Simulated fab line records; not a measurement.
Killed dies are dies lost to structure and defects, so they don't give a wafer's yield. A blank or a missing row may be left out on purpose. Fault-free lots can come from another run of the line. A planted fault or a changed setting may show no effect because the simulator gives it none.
Matching of chambers || flow sky130 || SKY_LI_CONTACT_CMP_24 on cmp-02: 4 sister chambers
The step polishes, stops on PSG, t overpolish 20 s, target thk 0 nm. 16 wafers are shown with their chamber, then 8 later ones without.

WAFERS, EACH WITH ITS CHAMBER
{"wafer": "L243.2", "chamber": 3, "motorCurrentA (A)": 11.6, "timeToEndpointS (s)": 96.4, "edgeZonePressureFrac": 0.996}
{"wafer": "L243.3", "chamber": 1, "motorCurrentA (A)": 9.5, "timeToEndpointS (s)": 93.3, "edgeZonePressureFrac": 0.994}
{"wafer": "L243.6", "chamber": 1, "motorCurrentA (A)": 9.7, "timeToEndpointS (s)": 91.4, "edgeZonePressureFrac": 0.997}
{"wafer": "L247.1", "chamber": 3, "motorCurrentA (A)": 11.4, "timeToEndpointS (s)": 91.0, "edgeZonePressureFrac": 0.996}
{"wafer": "L247.3", "chamber": 1, "motorCurrentA (A)": 10.2, "timeToEndpointS (s)": 86.8, "edgeZonePressureFrac": 1.001}
{"wafer": "L247.4", "chamber": 2, "motorCurrentA (A)": 13.2, "timeToEndpointS (s)": 85.0, "edgeZonePressureFrac": 0.991}
{"wafer": "L251.1", "chamber": 0, "motorCurrentA (A)": 11.2, "timeToEndpointS (s)": 84.4, "edgeZonePressureFrac": 1.001}
{"wafer": "L251.3", "chamber": 2, "motorCurrentA (A)": 13.0, "timeToEndpointS (s)": 88.4, "edgeZonePressureFrac": 1.001}
{"wafer": "L251.5", "chamber": 2, "motorCurrentA (A)": 12.8, "timeToEndpointS (s)": 86.2, "edgeZonePressureFrac": 0.992}
{"wafer": "L253.1", "chamber": 1, "motorCurrentA (A)": 9.7, "timeToEndpointS (s)": 95.4, "edgeZonePressureFrac": 1.004}
{"wafer": "L253.3", "chamber": 3, "motorCurrentA (A)": 11.6, "timeToEndpointS (s)": 95.0, "edgeZonePressureFrac": 0.995}
{"wafer": "L253.5", "chamber": 1, "motorCurrentA (A)": 10.2, "timeToEndpointS (s)": 95.1, "edgeZonePressureFrac": 1.006}
{"wafer": "L258.2", "chamber": 2, "motorCurrentA (A)": 11.7, "timeToEndpointS (s)": 88.7, "edgeZonePressureFrac": 0.996}
{"wafer": "L258.3", "chamber": 1, "motorCurrentA (A)": 9.3, "timeToEndpointS (s)": 95.1, "edgeZonePressureFrac": 0.997}
{"wafer": "L258.4", "chamber": 3, "motorCurrentA (A)": 11.8, "timeToEndpointS (s)": 95.2, "edgeZonePressureFrac": 0.997}
{"wafer": "L261.1", "chamber": 3, "motorCurrentA (A)": 11.6, "timeToEndpointS (s)": 95.1, "edgeZonePressureFrac": 1.005}

SIGNATURES, as means of the wafers listed above
{"reading": "motorCurrentA", "chamber 0": 11.200, "chamber 1": 9.767, "chamber 2": 12.675, "chamber 3": 11.600, "scatter within a chamber": 0.418}
{"reading": "timeToEndpointS", "chamber 0": 84.400, "chamber 1": 92.850, "chamber 2": 87.075, "chamber 3": 94.540, "scatter within a chamber": 2.61}
{"reading": "edgeZonePressureFrac", "chamber 0": 1.00100, "chamber 1": 0.99983, "chamber 2": 0.99500, "chamber 3": 0.99780, "scatter within a chamber": 0.00443}
Rule: for each reading, subtract the chamber's mean from the wafer's reading, divide by that reading's scatter and square the result; add these up over the readings and take the root, which gives the wafer's distance from the chamber. If the next closest chamber is less than 2 further off than the closest, the wafer can't be placed; otherwise it belongs to the closest. How the scatter is found: for the shown wafers, subtract from each reading the mean of its chamber, square and add these, divide the total by (wafers less chambers), then take the root.

WAFERS WITH NO CHAMBER GIVEN
{"wafer": "L261.4", "motorCurrentA (A)": 12.9, "timeToEndpointS (s)": 94.8, "edgeZonePressureFrac": 0.996}
{"wafer": "L261.6", "motorCurrentA (A)": 12.4, "timeToEndpointS (s)": 94.5, "edgeZonePressureFrac": 0.994}
{"wafer": "L263.1", "motorCurrentA (A)": 10.5, "timeToEndpointS (s)": 96.2, "edgeZonePressureFrac": 1.001}
{"wafer": "L263.5", "motorCurrentA (A)": 11.0, "timeToEndpointS (s)": 95.1, "edgeZonePressureFrac": 1.008}
{"wafer": "L263.6", "motorCurrentA (A)": 11.0, "timeToEndpointS (s)": 97.0, "edgeZonePressureFrac": 0.998}
{"wafer": "L264.1", "motorCurrentA (A)": 11.8, "timeToEndpointS (s)": 96.5, "edgeZonePressureFrac": 1.004}
{"wafer": "L264.4", "motorCurrentA (A)": 11.5, "timeToEndpointS (s)": 93.8, "edgeZonePressureFrac": 1.006}
{"wafer": "L264.6", "motorCurrentA (A)": 11.8, "timeToEndpointS (s)": 99.0, "edgeZonePressureFrac": 1.002}

THE CHAMBER EACH PASSED THROUGH
{"wafer": "L261.4", "from the rows above": "can't be placed: 2 or 3", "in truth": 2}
{"wafer": "L261.6", "from the rows above": "can't be placed: 3 or 2", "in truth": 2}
{"wafer": "L263.1", "from the rows above": "can't be placed: 1 or 3", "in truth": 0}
{"wafer": "L263.5", "from the rows above": "can't be placed: 3 or 1 or 0", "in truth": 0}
{"wafer": "L263.6", "from the rows above": "can't be placed: 3 or 1", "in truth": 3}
{"wafer": "L264.1", "from the rows above": 3, "in truth": 3}
{"wafer": "L264.4", "from the rows above": "can't be placed: 3 or 0", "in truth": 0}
{"wafer": "L264.6", "from the rows above": 3, "in truth": 3}
2 of 8 placed correctly. Can't be placed from these rows: 6 (the true chamber is among the candidates in 5). Placed wrongly: 0.
